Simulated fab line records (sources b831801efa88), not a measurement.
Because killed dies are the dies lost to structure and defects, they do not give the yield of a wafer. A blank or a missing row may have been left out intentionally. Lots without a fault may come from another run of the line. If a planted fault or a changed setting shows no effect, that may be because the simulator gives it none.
Which tool did it?	flow gf180mcu	14 lots, 39 wafers sampled, at 4 steps of a route of 602

== WHAT THE GAUGES SHOWED, per wafer ==
GF_V4_THK_MEAS_25: measures by xrf. Usual: V4_W_THK 363 nm, standard deviation 7.7.
lot	measured	on	V4_W_THK (nm)	flag
L311	day 24 11:46	film_metro-03	355 358	
L312	day 24 20:22	film_metro-02	363 357 361	
L313	day 25 06:38	film_metro-03	354 366 361	
L314	day 25 12:28	film_metro-03	363 363 357	
L315	day 25 20:04	film_metro-01	359 348 348	
L317	day 26 15:35	film_metro-03	367 366 360	
L325	day 29 01:27	film_metro-01	351 367 354	
L327	day 29 09:11	film_metro-03	370 383 378	
L328	day 29 21:28	film_metro-02	363 363 376	
L329	day 30 01:52	film_metro-03	364 360 361	
L330	day 30 08:43	film_metro-03	378 372 377	
L331	day 30 16:41	film_metro-02	367 365	
L333	day 31 03:35	film_metro-02	367 367	
L334	day 31 08:43	film_metro-01	358 356 362	

GF_MIM_THK_MEAS_06. Usual: MIM_CVD_05_THK 41.8 nm, standard deviation 0.59.
lot	measured	on	MIM_CVD_05_THK (nm)	flag
L311	day 24 12:23	film_metro-03	41.4 43.2	
L312	day 24 20:58	film_metro-01	41.1 41.6 42.1	
L313	day 25 07:16	film_metro-01	41.9 42.5 42.1	
L314	day 25 13:05	film_metro-01	42.0 41.8 42.6	
L315	day 25 20:42	film_metro-04	68.0 67.6 68.6	OFF
L317	day 26 16:28	film_metro-01	67.1 68.0 68.0	OFF
L325	day 29 02:04	film_metro-01	41.9 42.4 43.1	
L327	day 29 09:49	film_metro-03	41.4 41.6 41.6	
L328	day 29 22:05	film_metro-04	42.0 42.3 42.3	
L329	day 30 02:29	film_metro-03	41.0 41.9 41.7	
L330	day 30 09:20	film_metro-04	41.2 40.9 41.0	
L331	day 30 17:18	film_metro-01	41.4 41.5	
L333	day 31 04:12	film_metro-03	41.9 41.2	
L334	day 31 09:20	film_metro-03	41.7 42.9 42.1	

== WHICH TOOL RAN EACH LOT (tool, then ch and the chambers of the sampled wafers, then the start) ==
lot	GF_MIM_SPUTTER_01	GF_MIM_CVD_05
L311	pvd_sputter-04, day 24 12:14	pecvd-01 ch 0,1, day 24 12:21
L312	pvd_sputter-04, day 24 20:49	pecvd-01 ch 0,2, day 24 20:56
L313	pvd_sputter-02, day 25 07:05	pecvd-03 ch 0,1,2, day 25 07:12
L314	pvd_sputter-04, day 25 12:55	pecvd-03 ch 1,2, day 25 13:02
L315	pvd_sputter-04, day 25 20:32	pecvd-03 ch 1,2, day 25 20:39
L317	pvd_sputter-02, day 26 16:19	pecvd-03 ch 0,1, day 26 16:26
L325	pvd_sputter-04, day 29 01:55	pecvd-03 ch 0,2, day 29 02:02
L327	pvd_sputter-01, day 29 09:38	pecvd-02 ch 0,1, day 29 09:45
L328	pvd_sputter-04, day 29 21:56	pecvd-01 ch 0,1, day 29 22:03
L329	pvd_sputter-01, day 30 02:19	pecvd-02 ch 0,1,2, day 30 02:26
L330	pvd_sputter-04, day 30 09:11	pecvd-02 ch 0,1, day 30 09:18
L331	pvd_sputter-01, day 30 17:08	pecvd-02 ch 0, day 30 17:16
L333	pvd_sputter-01, day 31 04:01	pecvd-01 ch 0,2, day 31 04:09
L334	pvd_sputter-04, day 31 09:10	pecvd-01 ch 0,1, day 31 09:17
- GF_MIM_SPUTTER_01: material TiN, target thk 30 nm, time 25 s.
- GF_MIM_CVD_05: deposits Si3N4, target thk 42 nm, time 29.086 s.

== WHAT THE TOOLS THEMSELVES READ (means of the sampled wafers that have a number; where no wafer has one, the mark that the record gives instead) ==
GF_MIM_SPUTTER_01. Usual: throttle_valve_pct at 30.1 %, with a standard deviation of 1.4.
lot	tool	throttle_valve_pct (%)	flag
L311	pvd_sputter-04	30.3	
L312	pvd_sputter-04	31.0	
L313	pvd_sputter-02	29.3	
L314	pvd_sputter-04	32.0	
L315	pvd_sputter-04	31.0	
L317	pvd_sputter-02	29.3	
L325	pvd_sputter-04	32.0	
L327	pvd_sputter-01	29.2	
L328	pvd_sputter-04	31.0	
L329	pvd_sputter-01	29.8	
L330	pvd_sputter-04	31.0	
L331	pvd_sputter-01	28.4	
L333	pvd_sputter-01	28.2	
L334	pvd_sputter-04	31.0	

GF_MIM_CVD_05. Usual: heater_power_w at 686 W, with a standard deviation of 83.
lot	tool	heater_power_w (W)	flag
L311	pecvd-01	722	
L312	pecvd-01	704	
L313	pecvd-03	658	
L314	pecvd-03	626	
L315	pecvd-03	649	
L317	pecvd-03	648	
L325	pecvd-03	740	
L327	pecvd-02	608	
L328	pecvd-01	729	
L329	pecvd-02	673	
L330	pecvd-02	590	
L331	pecvd-02	594	
L333	pecvd-01	625	
L334	pecvd-01	723	

== THE ANSWER, worked out from the rows above alone ==
Rule: take the mean of a lot's wafers that have a number; if it is more than 3 standard deviations from the usual mean, the lot is off. A lot without any number at a reading at which 4 lots or more have one is off too. Where the step has rows for the other lots, those lots are counted as sound. Order of review: gauges by route order, followed by the tools' own readings, for which a lot's mean as printed above is used. The first step at which some lot is off is used, and at that step the reading that is off furthest; a lot without a number counts as furthest.
Off: L315, L317, at GF_MIM_THK_MEAS_06 (MIM_CVD_05_THK).
A tool fits if, at a process step before that reading, it ran every lot that is off, and no sound lot after the first of them. The gauges at GF_MIM_THK_MEAS_06 are tried like those tools. Of those tried, none fits.

== WHAT THE SIMULATOR PUT IN ==
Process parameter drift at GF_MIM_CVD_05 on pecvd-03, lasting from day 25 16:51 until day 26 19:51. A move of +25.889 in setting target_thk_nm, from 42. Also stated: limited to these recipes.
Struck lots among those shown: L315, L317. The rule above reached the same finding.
